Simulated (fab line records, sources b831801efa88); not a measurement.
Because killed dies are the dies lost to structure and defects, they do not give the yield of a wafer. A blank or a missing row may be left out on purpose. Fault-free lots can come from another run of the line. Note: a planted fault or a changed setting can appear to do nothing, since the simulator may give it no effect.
fab line records	flow sky130
[record] lots = 13	wafers = 39	lastDay = 48
route steps=708 shown SD_P@329
lots that met no fault: taken from a fault-free run of the same line
startH: the number of hours between the record's first day and the start of the first shown wafer of the lot	waitH: time in hours since the lot's previous step	" as in the row above	L1.1+2: several wafers, shown together as one row	- value missing, or start not given	* or withheld: withheld	< > ~ a bound
route shown NAME@n: NAME is a module with steps in the file, n the number in the route of the first one	usual: mean/standard deviation of fault-free wafers	same: alike in all rows	chamber/n: place in a boat	sites: the reading at each site	_std_site: the values' standard deviation	_edge_site: outer sites' mean less inner sites'	radiusMm: how far each site lies from the wafer's centre	mask NAME#n: copy n	behind: the most recent tool/chamber to have shaped the wafer	hold: what put the lot on hold/how long, in hours/how the hold closed	device: transistor that didn't switch, given as n, p or np	end of line: tests run on the same wafers once the route is complete	for a step that has no rows: nothing shown but its recipe	killed: dies that structure and defects cost at the first sort, which is not the same as the wafer's yield	map: per-die view of a wafer (x killed, . not killed, _ where there is no die)
set.NAME: setting as actually run; set.NAME@STEP: the setting as run at that earlier step	model.NAME: the simulator's own value behind a step, which no gauge read
a sample of lots followed through the steps of the route, with each step as a table and each wafer as a row
services: when a tool's chamber went out of use (startH, in hours from the record's first day, below 0 if earlier), for how many hours, and the reason
[[steps]]
[step SKY_SD_P_IMPLANT_09]
[recipe] species = BF2	energyKev = 20	doseCm2 = 3e+15	tiltDeg = 0
[usual] beamOnS = 13.8/0.72	doseIonsCm2 = 3.001e+15/3.4e+12	faradayCurrentUA = 11909/580
lot.wafer	tool	chamber	startH	waitH	beamOnS	doseIonsCm2	faradayCurrentUA
L285.4	implanter-04	0	572.26	0.1	13.8	3.006e+15	11850
L285.5	"	0	"	"	13.8	3.007e+15	11896
L285.6	"	0	"	"	13.5	3.007e+15	12147
L287.3	implanter-02	0	596.38	0.1	13.2	2.998e+15	12326
L287.5	"	0	"	"	13.4	3.003e+15	12218
L287.6	"	0	"	"	13.1	2.994e+15	12522
L288.3	implanter-02	0	603.96	0.1	13.0	3.003e+15	12613
L288.4	"	0	"	"	13.0	3.004e+15	12541
L288.6	"	0	"	"	13.1	3e+15	12510
L290.1	implanter-02	0	619.24	0.0	13.4	2.996e+15	12216
L290.5	"	0	"	"	13.1	3.001e+15	12490
L290.6	"	0	"	"	13.7	3.004e+15	11954
L291.1	implanter-04	0	635.03	0.0	13.8	2.997e+15	11837
L291.4	"	0	"	"	13.7	3e+15	11961
L291.6	"	0	"	"	14.1	3e+15	11599
L292.4	implanter-02	0	639.35	0.1	13.2	2.998e+15	12376
L292.5	"	0	"	"	13.3	3.003e+15	12246
L292.6	"	0	"	"	13.3	2.998e+15	12269
L293.3	implanter-03	0	652.86	0.1	14.7	3.004e+15	11201
L293.4	"	0	"	"	14.5	3.002e+15	11297
L293.6	"	0	"	"	15.0	3.003e+15	10972
L296.1	implanter-03	0	693.98	0.0	14.9	3.001e+15	11003
L296.4	"	0	"	"	14.5	3e+15	11308
L296.5	"	0	"	"	14.7	3.001e+15	11173
L297.1	implanter-02	0	695.51	0.0	13.3	2.999e+15	12227
L297.4	"	0	"	"	13.2	3e+15	12460
L297.5	"	0	"	"	13.2	3.003e+15	12359
L298.4	implanter-04	0	699.19	0.1	13.8	2.999e+15	11860
L298.5	"	0	"	"	13.6	3e+15	11982
L298.6	"	0	"	"	13.6	3e+15	11981
L300.1	implanter-02	0	714.03	0.0	9.4	1.5e+15	8727
L300.5	"	0	"	"	9.8	1.5e+15	8393
L300.6	"	0	"	"	10.3	1.499e+15	7956
L301.1	implanter-03	0	725.41	0.0	14.7	3.006e+15	11194
L301.2	"	0	"	"	14.4	3.002e+15	11442
L301.4	"	0	"	"	15.0	3.006e+15	11041
L302.1	implanter-02	0	730.81	0.0	10.0	1.501e+15	8249
L302.4	"	0	"	"	10.0	1.497e+15	8263
L302.6	"	0	"	"	10.4	1.504e+15	7889
[step SKY_SD_P_STRIP_10]
[recipe] chemistry = O2/N2	powerW = 1400	pressureMtorr = 1500	platenTempC = withheld	o2FlowSccm = 3000	n2FlowSccm = 300	overashFraction = 0.5
[usual] drypumpMotorCurrentA = 6.1/0.61	oesProductAu = 0.618/0.0042	stripTimeToEndpointS = 17.48/0.038
lot.wafer	tool	chamber	startH	waitH	drypumpMotorCurrentA	oesProductAu	rfHoursCounterH	stripTimeToEndpointS
L285.4	plasmaAsher-02	1	572.37	0.1	6.0	0.619	-	17.51
L285.5	"	1	"	"	6.0	0.613	-	17.47
L285.6	"	0	"	"	5.2	0.620	-	17.47
L287.3	plasmaAsher-02	1	596.51	0.1	6.0	0.619	-	17.52
L287.5	"	1	"	"	6.0	0.616	-	17.51
L287.6	"	0	"	"	5.1	0.619	-	17.52
L288.3	plasmaAsher-04	0	604.10	0.1	6.1	0.618	-	17.46
L288.4	"	1	"	"	5.4	0.622	-	17.41
L288.6	"	1	"	"	5.4	0.619	-	17.44
L290.1	plasmaAsher-03	1	619.39	0.1	6.7	0.615	49	17.48
L290.5	"	0	"	"	6.8	0.620	-	17.53
L290.6	"	1	"	"	6.7	0.620	-	17.46
L291.1	plasmaAsher-02	1	635.18	0.1	6.0	0.617	20	17.45
L291.4	"	1	"	"	6.0	0.615	-	17.47
L291.6	"	1	"	"	6.0	0.619	-	17.44
L292.4	plasmaAsher-03	0	639.46	0.1	6.7	0.616	-	17.46
L292.5	"	0	"	"	6.7	0.623	-	17.49
L292.6	"	1	"	"	6.7	0.616	-	17.51
L293.3	plasmaAsher-04	0	653.00	0.1	6.1	0.615	-	17.43
L293.4	"	1	"	"	5.4	0.617	-	17.48
L293.6	"	0	"	"	6.1	0.616	-	17.40
L296.1	plasmaAsher-04	1	694.13	0.1	5.4	0.626	99	17.48
L296.4	"	1	"	"	5.4	0.611	-	17.47
L296.5	"	0	"	"	6.2	0.620	-	17.48
L297.1	plasmaAsher-03	1	695.66	0.1	6.6	0.618	54	17.41
L297.4	"	1	"	"	6.7	0.622	-	17.42
L297.5	"	0	"	"	6.7	0.620	-	17.43
L298.4	plasmaAsher-04	0	699.30	0.1	6.2	0.613	-	17.45
L298.5	"	1	"	"	5.4	0.620	-	17.48
L298.6	"	0	"	"	6.2	0.622	-	17.46
L300.1	plasmaAsher-04	1	714.18	0.1	5.4	0.639	102	16.18
L300.5	"	1	"	"	5.4	0.646	-	16.17
L300.6	"	0	"	"	6.1	0.656	-	16.17
L301.1	plasmaAsher-04	1	725.56	0.1	5.4	0.620	103	17.47
L301.2	"	0	"	"	6.1	0.624	103	17.49
L301.4	"	0	"	"	6.1	0.618	-	17.44
L302.1	plasmaAsher-02	0	730.96	0.1	5.2	0.647	29	16.22
L302.4	"	0	"	"	5.2	0.648	-	16.24
L302.6	"	0	"	"	5.2	0.652	-	16.23
[step SKY_SD_P_TW_MEAS_11]
[usual] SD_P_TW = 2799/19
lot.wafer	tool	chamber	startH	waitH	SD_P_TW
L285.4	filmMetro-01	-	572.47	0.1	2816
L285.5	"	-	"	"	2786
L285.6	"	-	"	"	2792
L287.3	filmMetro-01	-	596.60	0.1	2809
L287.5	"	-	"	"	2819
L287.6	"	-	"	"	2801
L288.3	filmMetro-03	-	604.18	0.1	2818
L288.4	"	-	"	"	2816
L288.6	"	-	"	"	2817
L290.1	filmMetro-02	-	619.49	0.1	2767
L290.5	"	-	"	"	2796
L290.6	"	-	"	"	2770
L291.1	filmMetro-03	-	635.28	0.1	2796
L291.4	"	-	"	"	2806
L291.6	"	-	"	"	2791
L292.4	filmMetro-02	-	639.56	0.1	2768
L292.5	"	-	"	"	2782
L292.6	"	-	"	"	2780
L293.3	filmMetro-01	-	653.08	0.1	2786
L293.4	"	-	"	"	2807
L293.6	"	-	"	"	2810
L296.1	filmMetro-03	-	694.23	0.1	2818
L296.4	"	-	"	"	2815
L296.5	"	-	"	"	2813
L297.1	filmMetro-01	-	695.76	0.1	2833
L297.4	"	-	"	"	2814
L297.5	"	-	"	"	2811
L298.4	filmMetro-01	-	699.39	0.1	2799
L298.5	"	-	"	"	2797
L298.6	"	-	"	"	2791
L300.1	filmMetro-02	-	714.28	0.1	2394
L300.5	"	-	"	"	2399
L300.6	"	-	"	"	2390
L301.1	filmMetro-03	-	725.66	0.1	2811
L301.2	"	-	"	"	2826
L301.4	"	-	"	"	2826
L302.1	filmMetro-01	-	731.06	0.1	2407
L302.4	"	-	"	"	2424
L302.6	"	-	"	"	2391
[step SKY_SD_N_RS_MEAS_17]
[recipe] thkMeasGauge = four-point-probe
[usual] SD_P_RS = 147.1/0.4
lot.wafer	tool	chamber	startH	waitH	SD_P_RS[ohm/sq]
L285.4	filmMetro-02	-	631.58	0.1	147.1
L285.5	"	-	"	"	147.4
L285.6	"	-	"	"	147.2
L287.3	filmMetro-02	-	654.82	0.1	146.4
L287.5	"	-	"	"	147.0
L287.6	"	-	"	"	147.0
L288.3	filmMetro-02	-	661.71	0.1	147.5
L288.4	"	-	"	"	147.7
L288.6	"	-	"	"	147.3
L290.1	filmMetro-02	-	677.46	0.1	147.8
L290.5	"	-	"	"	147.5
L290.6	"	-	"	"	147.6
L291.1	filmMetro-01	-	692.68	0.1	147.6
L291.4	"	-	"	"	147.0
L291.6	"	-	"	"	147.2
L292.4	filmMetro-01	-	697.15	0.1	146.2
L292.5	"	-	"	"	146.2
L292.6	"	-	"	"	146.5
L293.3	filmMetro-03	-	710.26	0.1	147.0
L293.4	"	-	"	"	147.2
L293.6	"	-	"	"	146.7
L296.1	filmMetro-03	-	748.37	0.1	147.0
L296.4	"	-	"	"	146.9
L296.5	"	-	"	"	146.9
L297.1	filmMetro-03	-	750.16	0.1	146.9
L297.4	"	-	"	"	147.5
L297.5	"	-	"	"	147.3
L298.4	filmMetro-02	-	754.16	0.1	147.5
L298.5	"	-	"	"	147.4
L298.6	"	-	"	"	147.1
L300.1	filmMetro-02	-	769.62	0.1	159.6
L300.5	"	-	"	"	159.7
L300.6	"	-	"	"	159.9
L301.1	filmMetro-03	-	779.71	0.1	147.4
L301.2	"	-	"	"	147.0
L301.4	"	-	"	"	147.0
L302.1	filmMetro-02	-	787.16	0.1	160.4
L302.4	"	-	"	"	160.0
L302.6	"	-	"	"	160.5
[[services]]
tool	chamber	startH	hours	kind
implanter-04	-	564.65	0.5	repair
implanter-02	-	566.96	3.0	repair
implanter-04	-	588.23	1.9	repair
implanter-02	-	588.60	2.0	repair
plasmaAsher-03	-	595.22	1.7	repair
plasmaAsher-04	-	601.69	2.1	repair
implanter-03	-	620.41	1.8	repair
plasmaAsher-04	-	637.37	14.6	pm
plasmaAsher-03	-	649.19	14.6	pm
implanter-02	-	658.16	3.7	repair
plasmaAsher-02	-	665.06	1.4	repair
implanter-02	-	672.90	5.0	repair
plasmaAsher-03	-	673.57	10.2	repair
plasmaAsher-02	-	678.59	1.4	repair
implanter-03	-	684.09	5.5	repair
plasmaAsher-03	-	700.09	2.9	repair
implanter-02	-	700.74	3.8	repair
plasmaAsher-02	-	702.46	14.3	repair
plasmaAsher-02	-	707.62	1.4	repair
implanter-04	-	707.96	1.5	repair
implanter-04	-	717.01	14.6	repair
[[key]]
[firstSign] step = SKY_SD_P_IMPLANT_09	reading = doseIonsCm2	direction = down	sigmas = 99+	usual = *	struck = *
[effect] step = SKY_SD_P_IMPLANT_09	reading = faradayCurrentUA	direction = down	sigmas = 6.3	usual = 11909	struck = 8246
[effect] step = SKY_SD_P_STRIP_10	reading = stripTimeToEndpointS	direction = down	sigmas = 34	usual = *	struck = *
[effect] step = SKY_SD_P_TW_MEAS_11	reading = SD_P_TW	direction = down	sigmas = 20	usual = 2799	struck = 2401
[effect] step = SKY_SD_N_RS_MEAS_17	reading = SD_P_RS	direction = up	sigmas = 32	usual = 147.1	struck = 160.0
metAt SKY_SD_P_IMPLANT_09
struckLots L300,L302
testerLeftOut L300,L302
onsetBetween 695.51 714.03
[fault] kind = processParameterDrift	tool = implanter-02	chamber = -	onsetH = 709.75	steps = SKY_SD_P_IMPLANT_09	channel = doseCm2	offset = *	shape = step	endH = 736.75	actsIn = *	stated = *
// testerLeftOut: of these lots the tester's yield and bins aren't shown, on N5 and GAA mostly nor the transistor test; their killed dies are dies lost to structure and defects alone, not to doping, threshold or leakage, so they don't give the yield
